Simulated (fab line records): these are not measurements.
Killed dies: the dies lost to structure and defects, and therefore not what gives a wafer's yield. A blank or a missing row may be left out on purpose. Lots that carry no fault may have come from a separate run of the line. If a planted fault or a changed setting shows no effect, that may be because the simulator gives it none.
A lot that was struck, set against a sound lot + flow sky130 + 34 steps out of a route of 708
Sound: the wafers L428.1, L428.5, L428.6. Struck: wafer L436.3 (left out: L436.2, L436.4 of the same lot, which were not struck); the cause appears at the end.
Each step with rows lists, per side, the tool, then ch with its chambers, then its first start. Under that, the readings that differ: sound wafers + struck wafers + difference of the means + sigmas: that difference in standard deviations of wafers without a fault.
alike: same words and numbers on both sides, and readings whose means sit less than 2 such deviations apart. not compared: any withheld reading, any reading some wafer has no value for, any bound like >300 that may hide the same value, and any number with overlapping values for which the record gives no deviation.
A row with sigmas, a row that says differs or no value, or rows on one side alone: a step with any of these is where the two part. When numbers do not overlap yet have no deviation, they are printed without sigmas and do not part them. A reading missing from all wafers of one side parts the sides only when that side holds two or more wafers.

first, 9 steps without rows for these wafers: SKY_LI_CONTACT_CMP_02 (polishes PSG); SKY_LI_CONTACT_DEHYDRATE_04 (time 60 s); SKY_LI_CONTACT_HMDS_05 (prime time 60 s); SKY_LI_CONTACT_COAT_06 (resist thk 60 nm); SKY_LI_CONTACT_COAT_07 (resist thk 450 nm); SKY_LI_CONTACT_SOFTBAKE_08 (time 90 s); SKY_LI_CONTACT_EXPOSE_09 (exposes mask LICM1, target cd 170 nm); SKY_LI_CONTACT_PEB_10; SKY_LI_CONTACT_DEVELOP_11 (develop time 60 s).
SKY_LI_CONTACT_ETCH_14: etches BARC in N2/H2, stops on SiO2, time 45.9 s, target depth 60 nm.
  sound on rie_diel-01 ch 0,1,3, day 32 10:40; struck on rie_diel-02 ch 1, day 35 01:16
  alike: chamber_pressure_mTorr, drypump_motor_current_A, oes_product_au, throttle_valve_pct
  not compared: rf_hours_counter_h
then, 23 steps without rows for these wafers: SKY_LI_CONTACT_ETCH_15 (etches PSG in C4F8/O2/Ar, stops on Si, target depth 600 nm); SKY_LI_CONTACT_STRIP_16 (strips in O2/N2); SKY_LI_CONTACT_CLEAN_17 (cleans in NMP, time 600 s); SKY_LI_CONTACT_PRE_CLEAN_18 (time 5.6 s); SKY_LI_CONTACT_SPUTTER_19 (material Ti, target thk 20 nm, time 106.37 s); SKY_LI_CONTACT_SPUTTER_20 (material TiN, target thk 20 nm, time 80 s); SKY_LI_CONTACT_CVD_21 (deposits W, target thk 400 nm, time 120.56 s); SKY_LI_CONTACT_CMP_24 (polishes, stops on PSG, t overpolish 20 s, target thk 0 nm); SKY_LOCAL_INTERCONNECT_SPUTTER_00 (material TiN, target thk 100 nm, time 83.3 s); SKY_LOCAL_INTERCONNECT_DEHYDRATE_03 (time 60 s); SKY_LOCAL_INTERCONNECT_HMDS_04 (prime time 60 s); SKY_LOCAL_INTERCONNECT_COAT_05 (resist thk 60 nm); SKY_LOCAL_INTERCONNECT_COAT_06 (resist thk 450 nm); SKY_LOCAL_INTERCONNECT_SOFTBAKE_07 (time 90 s); SKY_LOCAL_INTERCONNECT_EXPOSE_08 (exposes mask LI1M, target cd 170 nm); SKY_LOCAL_INTERCONNECT_PEB_09; SKY_LOCAL_INTERCONNECT_DEVELOP_10 (develop time 60 s); SKY_LOCAL_INTERCONNECT_ETCH_13 (etches BARC in N2/H2, stops on SiO2, time 45.9 s, target depth 60 nm); SKY_LOCAL_INTERCONNECT_METAL_ETCH_14 (etches TiN in Cl2/BCl3, stops on PSG, target depth 110 nm, time 31.4 s); SKY_LOCAL_INTERCONNECT_STRIP_15 (strips in O2/N2); SKY_LOCAL_INTERCONNECT_STRIP_16 (strips in post etch residue remover, time 1200 s); SKY_LOCAL_INTERCONNECT_CLEAN_17 (cleans in IPA, time 180 s); SKY_LOCAL_INTERCONNECT_CLEAN_18 (cleans in O3/DIW).
-- record jumps: 15 days separate the struck wafers' starts on either side; left off in module LOCAL_INTERCONNECT, taken up again in module PAD_OPEN, whose first shown step is the route's number 708 --
SKY_PAD_OPEN_PROBE_99:
  sound: prober-02 at day 48 05:58; struck: prober-02 at day 49 22:51
| reading            | sound     | struck | difference | sigmas |
|--------------------|-----------|--------|------------|--------|
| killed_at_contacts | 25 29 33  | 79     | +50        | +9     |
| killed_dies        | 101 94 92 | 136    | +40        | +4     |
| killed_open        | 58 58 50  | 40     | -15        | -2     |
  alike: killed_at_M0_to_M3, killed_at_M4_up, killed_at_front_end, killed_at_other, killed_on_rim, killed_short

== WHERE THEY PART ==
Only at SKY_PAD_OPEN_PROBE_99, as far as this record shows.

WHY: the cause the simulator had injected
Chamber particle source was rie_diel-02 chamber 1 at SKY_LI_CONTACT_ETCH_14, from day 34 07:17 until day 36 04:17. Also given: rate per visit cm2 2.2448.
